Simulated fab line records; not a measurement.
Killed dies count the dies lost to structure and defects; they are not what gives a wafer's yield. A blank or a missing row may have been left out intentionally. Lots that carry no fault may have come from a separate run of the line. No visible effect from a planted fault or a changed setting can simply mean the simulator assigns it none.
Which tool did it?    flow gf180mcu    13 lots, 39 wafers sampled, at 6 steps of a route of 602

WHAT EACH GAUGE READ, for each wafer
GF_STI_BOW_MEAS_00. Usual: INCOMING_BOW typically reads 0 um, with standard deviation 6.6.
lot   measured     on             INCOMING_BOW (um)  flag
L134  day 1 15:01  film_metro-01  6 -3 -7            
L135  day 1 20:01  film_metro-02  -3 -2 1            
L137  day 2 06:01  film_metro-02  6 3 -10            
L138  day 2 11:01  film_metro-02  6 -13 -1           
L139  day 2 16:00  film_metro-04  -2 -16 -6          
L140  day 2 21:00  film_metro-02  -14 3 -7           
L141  day 3 02:02  film_metro-01  -6 12 9            
L145  day 3 22:01  film_metro-02  11 -3 -5           
L147  day 4 08:01  film_metro-02  8 13 -11           
L148  day 4 13:00  film_metro-04  1 2 -11            
L149  day 4 18:00  film_metro-01  -3 -13 -6          
L152  day 5 09:01  film_metro-04  -10 0 3            
L156  day 6 05:00  film_metro-04  4 3 5              

GF_STI_CD_MEAS_12: the cd target is 220 nm. Usual: cd_nm 219.8 nm, standard deviation 1.2.
lot   measured     on         cd_nm (nm)         flag
L134  day 2 06:14  cd_sem-02  219.7 219.7 220.1  
L135  day 2 12:25  cd_sem-01  220.3 220.1 220.2  
L137  day 2 22:42  cd_sem-02  221.2 220.0 220.5  
L138  day 3 03:24  cd_sem-01  219.6 219.6 220.1  
L139  day 3 07:44  cd_sem-02  217.8 218.3 219.9  
L140  day 3 13:30  cd_sem-02  221.0 222.6 221.4  
L141  day 3 20:46  cd_sem-02  219.9 220.5 221.7  
L145  day 4 15:39  cd_sem-01  218.1 218.3 217.3  
L147  day 5 01:27  cd_sem-02  220.9 220.0 220.3  
L148  day 5 06:08  cd_sem-02  219.6 219.8 219.1  
L149  day 5 11:29  cd_sem-02  220.4 221.9 220.7  
L152  day 6 01:57  cd_sem-01  221.8 221.4 221.0  
L156  day 7 02:59  cd_sem-02  220.8 220.3 220.4  

GF_MVPSD_TW_MEAS_11. Usual: MVPSD_TW typically reads 554, with standard deviation 4.8.
lot   measured      on             MVPSD_TW     flag
L134  day 5 07:09   film_metro-03  557 559 560  
L135  day 5 13:48   film_metro-01  552 551 553  
L137  day 6 03:56   film_metro-04  553 547 549  
L138  day 6 05:55   film_metro-01  552 550 549  
L139  day 6 11:34   film_metro-03  557 560 560  
L140  day 6 17:41   film_metro-04  546 547 546  
L141  day 7 00:08   film_metro-03  559 560 562  
L145  day 7 22:07   film_metro-01  554 552 552  
L147  day 8 08:58   film_metro-01  550 551 549  
L148  day 8 13:29   film_metro-03  591 591 591  OFF
L149  day 8 20:25   film_metro-01  581 583 587  OFF
L152  day 9 19:42   film_metro-04  550 546 550  
L156  day 11 00:55  film_metro-03  558 559 559  

GF_VT_IMPLANT_RS_MEAS_46: uses a four-point probe to measure. Usual: MVSD_RS typically reads 457.4 ohm/sq, with standard deviation 1.2.
lot   measured      on             MVSD_RS (ohm/sq)   flag
L134  day 7 18:34   film_metro-03  457.4 457.0 455.5  
L135  day 8 01:39   film_metro-03  456.9 458.2 457.2  
L137  day 8 16:38   film_metro-04  457.5 457.7 456.2  
L138  day 8 19:00   film_metro-03  459.0 459.3 458.2  
L139  day 9 00:39   film_metro-04  457.5 456.7 456.1  
L140  day 9 08:47   film_metro-03  457.1 458.1 458.3  
L141  day 9 16:19   film_metro-01  459.3 461.0 458.4  
L145  day 10 17:09  film_metro-04  455.6 456.7 456.4  
L147  day 11 05:24  film_metro-01  458.3 457.5 457.1  
L148  day 11 11:19  film_metro-04  456.6 457.7 456.4  
L149  day 11 19:42  film_metro-04  455.3 455.9 456.4  
L152  day 12 20:20  film_metro-04  457.7 455.8 458.4  
L156  day 14 07:42  film_metro-03  456.8 457.4 456.7  

GF_VT_IMPLANT_RS_MEAS_49: uses a four-point probe to measure. Usual: MVPSD_RS typically reads 1170.3 ohm/sq, with standard deviation 2.9.
lot   measured      on             MVPSD_RS (ohm/sq)     flag
L134  day 7 18:56   film_metro-03  1170.6 1171.8 1171.5  
L135  day 8 02:01   film_metro-03  1168.9 1169.5 1172.6  
L137  day 8 17:00   film_metro-04  1168.4 1169.9 1169.3  
L138  day 8 19:22   film_metro-03  1172.2 1170.7 1174.1  
L139  day 9 01:01   film_metro-04  1168.7 1166.6 1167.7  
L140  day 9 09:08   film_metro-03  1174.0 1170.5 1180.4  
L141  day 9 16:40   film_metro-01  1173.3 1169.7 1171.2  
L145  day 10 17:31  film_metro-04  1166.5 1169.5 1166.7  
L147  day 11 05:46  film_metro-01  1168.7 1174.4 1175.2  
L148  day 11 11:41  film_metro-04  1041.1 1040.7 1038.9  OFF
L149  day 11 20:04  film_metro-04  1040.5 1039.2 1040.4  OFF
L152  day 12 20:42  film_metro-04  1169.5 1169.4 1167.9  
L156  day 14 08:04  film_metro-03  1173.1 1171.0 1171.7  

EACH LOT AND THE TOOL THAT RAN IT (in order: tool; ch and the chambers of the sampled wafers; start)
lot   GF_MVPSD_IMPLANT_08
L134  implanter-04 ch 0, day 5 06:46
L135  implanter-03 ch 0, day 5 13:25
L137  implanter-04 ch 0, day 6 03:32
L138  implanter-02 ch 0, day 6 05:32
L139  implanter-03 ch 0, day 6 11:10
L140  implanter-03 ch 0, day 6 17:17
L141  implanter-02 ch 0, day 6 23:46
L145  implanter-03 ch 0, day 7 21:44
L147  implanter-02 ch 0, day 8 08:35
L148  implanter-03 ch 0, day 8 13:05
L149  implanter-03 ch 0, day 8 20:01
L152  implanter-02 ch 0, day 9 19:19
L156  implanter-02 ch 0, day 11 00:31
- GF_MVPSD_IMPLANT_08

WHAT THE TOOLS THEMSELVES READ (means of the sampled wafers that have a number; where no wafer has one, the mark that the record gives instead)
GF_MVPSD_IMPLANT_08. Usual: beam_on_s 10.01 s, standard deviation 0.19; dose_ions_cm2 1.4999e+13, standard deviation 1.6e+10; faraday_current_uA 84.5, standard deviation 1.6.
lot   tool          beam_on_s (s)  dose_ions_cm2  faraday_current_uA  flag
L134  implanter-04  9.99           1.5016e+13     84.5                
L135  implanter-03  10.14          1.5000e+13     83.6                
L137  implanter-04  9.96           1.4999e+13     85.1                
L138  implanter-02  10.16          1.5014e+13     83.4                
L139  implanter-03  9.94           1.4989e+13     85.0                
L140  implanter-03  9.79           1.4999e+13     86.4                
L141  implanter-02  10.25          1.4995e+13     82.6                
L145  implanter-03  9.87           1.4993e+13     85.6                
L147  implanter-02  10.05          1.4979e+13     84.2                
L148  implanter-03  9.89           1.8902e+13     107.5               OFF
L149  implanter-03  9.88           1.8921e+13     107.9               OFF
L152  implanter-02  10.07          1.4983e+13     83.9                
L156  implanter-02  10.16          1.5003e+13     83.2                

THE ANSWER, worked out from the rows above alone
Rule: lot off if the mean of its wafers having a number is beyond 3 standard deviations from the usual mean. A lot without any number at a reading at which 4 lots or more have one is off too. Where the step has rows for the other lots, those lots are counted as sound. After the gauges, taken in route order, come the tools' own readings; for these a lot's mean is taken, as printed above. The first step at which some lot is off is used, and at that step the reading that is off furthest; a lot without a number counts as furthest.
Off: at GF_MVPSD_TW_MEAS_11 (MVPSD_TW), L148, L149.
If a tool, at a process step before that reading, ran all the lots that are off and no sound lot after the first of them, it fits. Not tried: the gauges at GF_MVPSD_TW_MEAS_11; whatever is off there is also off at GF_VT_IMPLANT_RS_MEAS_49, on other tools, and gauge error can't account for it. One fits: implanter-03 at GF_MVPSD_IMPLANT_08. A fault onset in the window from L145 (day 7 21:44, its last sound lot) to L148 (day 8 13:05, its first lot off) fits.
The tool's own readings at GF_MVPSD_IMPLANT_08 bear it out: on the lots that are off they differ by more than 5 times the standard deviation of the sound lots' means. dose_ions_cm2 reads 1.8912e+13 there against 1.4997e+13 on the sound lots; faraday_current_uA reads 107.7 there against 84.3 on the sound lots.

WHAT WAS PUT IN BY THE SIMULATOR
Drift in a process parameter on implanter-03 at GF_MVPSD_IMPLANT_08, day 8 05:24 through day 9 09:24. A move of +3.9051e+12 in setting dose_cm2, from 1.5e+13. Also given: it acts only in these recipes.
Lots struck among those shown: L148, L149. Same finding as the rule above.
